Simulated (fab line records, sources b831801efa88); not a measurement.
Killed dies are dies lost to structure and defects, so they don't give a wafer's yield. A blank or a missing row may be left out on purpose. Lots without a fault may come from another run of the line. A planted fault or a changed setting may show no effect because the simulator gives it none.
Which tool did it? | flow gf180mcu | 14 lots, 42 wafers sampled, at 4 steps of a route of 602

WHAT THE GAUGES READ, wafer by wafer
GF_V3_OVL_MEAS_15.
lot  | measured     | on         | V3_OVL (nm)
L948 | day 22 06:56 | overlay-02 | -10 -3 -9
L949 | day 22 19:52 | overlay-01 | -13 -11 -11
L950 | day 23 06:49 | overlay-02 | -5 1 -2
L951 | day 23 14:43 | overlay-01 | -9 -9 -8
L954 | day 24 16:14 | overlay-02 | -9 -1 -4
L955 | day 25 07:02 | overlay-02 | -5 -6 -2
L956 | day 25 17:13 | overlay-02 | -7 -6 -15
L960 | day 27 03:34 | overlay-01 | -7 -7 -7
L961 | day 27 06:40 | overlay-01 | 10 3 5
L962 | day 27 18:16 | overlay-01 | -11 -9 -11
L965 | day 28 13:22 | overlay-01 | 1 2 -2
L966 | day 29 00:25 | overlay-02 | -2 -6 0
L967 | day 29 00:46 | overlay-01 | -2 -4 -5
L969 | day 29 14:02 | overlay-02 | -10 -5 -3

GF_V4_CD_MEAS_14: target cd 260 nm.
lot  | measured     | on        | cd_nm (nm)
L948 | day 24 07:16 | cd_sem-02 | 260.4 261.1 261.1
L949 | day 24 19:05 | cd_sem-01 | 259.6 259.9 259.6
L950 | day 25 04:53 | cd_sem-01 | 259.1 258.9 258.6
L951 | day 25 12:53 | cd_sem-01 | 259.6 260.4 260.0
L954 | day 26 12:33 | cd_sem-01 | 258.7 259.4 259.0
L960 | day 28 22:00 | cd_sem-02 | 260.7 260.2 260.2
L961 | day 29 01:58 | cd_sem-01 | 261.3 262.5 261.1
L962 | day 29 11:02 | cd_sem-01 | 260.8 260.6 261.2
L965 | day 30 06:23 | cd_sem-02 | 260.1 259.6 260.0
L966 | day 30 15:54 | cd_sem-02 | 259.9 258.8 261.1
L967 | day 30 17:09 | cd_sem-02 | 260.5 260.3 261.3
L969 | day 31 06:34 | cd_sem-02 | 260.9 262.3 261.4

GF_V4_OVL_MEAS_15.
lot  | measured     | on         | V4_OVL (nm)
L948 | day 24 07:20 | overlay-02 | -1 0 -2
L949 | day 24 19:11 | overlay-01 | 9 -4 2
L950 | day 25 05:01 | overlay-01 | -14 -3 -5
L951 | day 25 13:01 | overlay-01 | 1 4 6
L954 | day 26 12:37 | overlay-01 | 2 7 3
L960 | day 28 22:07 | overlay-02 | 3 -6 4
L961 | day 29 02:05 | overlay-01 | -4 -6 -4
L962 | day 29 11:10 | overlay-02 | 12 3 7
L965 | day 30 06:29 | overlay-01 | 6 4 4
L966 | day 30 16:01 | overlay-01 | 4 -8 -1
L967 | day 30 17:17 | overlay-02 | 0 5 1
L969 | day 31 06:39 | overlay-01 | 7 5 10

WHICH TOOL RAN EACH LOT (tool, then ch and the chambers of the sampled wafers, then the start)
lot  | GF_M4_DEVELOP_13
L948 | litho_track-04 ch 0, day 23 07:41
L949 | litho_track-02 ch 0, day 23 19:55
L950 | litho_track-02 ch 0, day 24 05:48
L951 | litho_track-03 ch 0, day 24 14:21
L954 | litho_track-04 ch 0, day 25 14:56
L955 | litho_track-04, day 26 05:37
L956 | litho_track-03, day 26 16:21
L960 | litho_track-03 ch 0, day 28 01:39
L961 | litho_track-04 ch 0, day 28 04:40
L962 | litho_track-02 ch 0, day 28 14:45
L965 | litho_track-02 ch 0, day 29 09:40
L966 | litho_track-04 ch 0, day 29 20:07
L967 | litho_track-02 ch 0, day 29 21:00
L969 | litho_track-03 ch 0, day 30 09:51
- GF_M4_DEVELOP_13: develop time 60 s.

WHAT THE TOOLS THEMSELVES READ (means of the sampled wafers that have a number; where no wafer has one, the mark that the record gives instead)
GF_M4_DEVELOP_13.
lot  | tool           | chill_plate_temp_C (C)
L948 | litho_track-04 | 23.08
L949 | litho_track-02 | 23.01
L950 | litho_track-02 | 23.08
L951 | litho_track-03 | 22.99
L954 | litho_track-04 | 22.95
L955 | litho_track-04 | -
L956 | litho_track-03 | -
L960 | litho_track-03 | 23.05
L961 | litho_track-04 | 23.00
L962 | litho_track-02 | 23.09
L965 | litho_track-02 | 22.98
L966 | litho_track-04 | 23.05
L967 | litho_track-02 | 22.88
L969 | litho_track-03 | 22.99

THE ANSWER, worked out from the rows above alone
Rule: what is usual is taken from the lots themselves. Put in order of their means at a reading, lots are off if they are a third of the lots or fewer, leave a main group of 4 or more, and stand apart from it by a gap of 3 or more times the standard deviation of the main group's means; of several such gaps the widest counts. A main group whose means are all the same, to the digits that the tables above print for the reading, isn't used. A lot without any number at a reading at which 4 lots or more have one is off too. The other lots that the step has rows for count as sound. The gauges are gone through in route order, then the tools' own readings, and for those a lot's mean is taken as printed above. The first step at which some lot is off is used, and at that step the reading that is off furthest; a lot without a number counts as furthest.
Off: L955, L956, at GF_M4_DEVELOP_13 (chill_plate_temp_C). Without a number there: L955, L956. The main group: mean 23.01 C, standard deviation 0.059.
A tool fits if, at that step or a process step before it, it ran every lot that is off, and no sound lot after the first of them. None of those tried fits.

WHAT THE SIMULATOR HAD PUT IN
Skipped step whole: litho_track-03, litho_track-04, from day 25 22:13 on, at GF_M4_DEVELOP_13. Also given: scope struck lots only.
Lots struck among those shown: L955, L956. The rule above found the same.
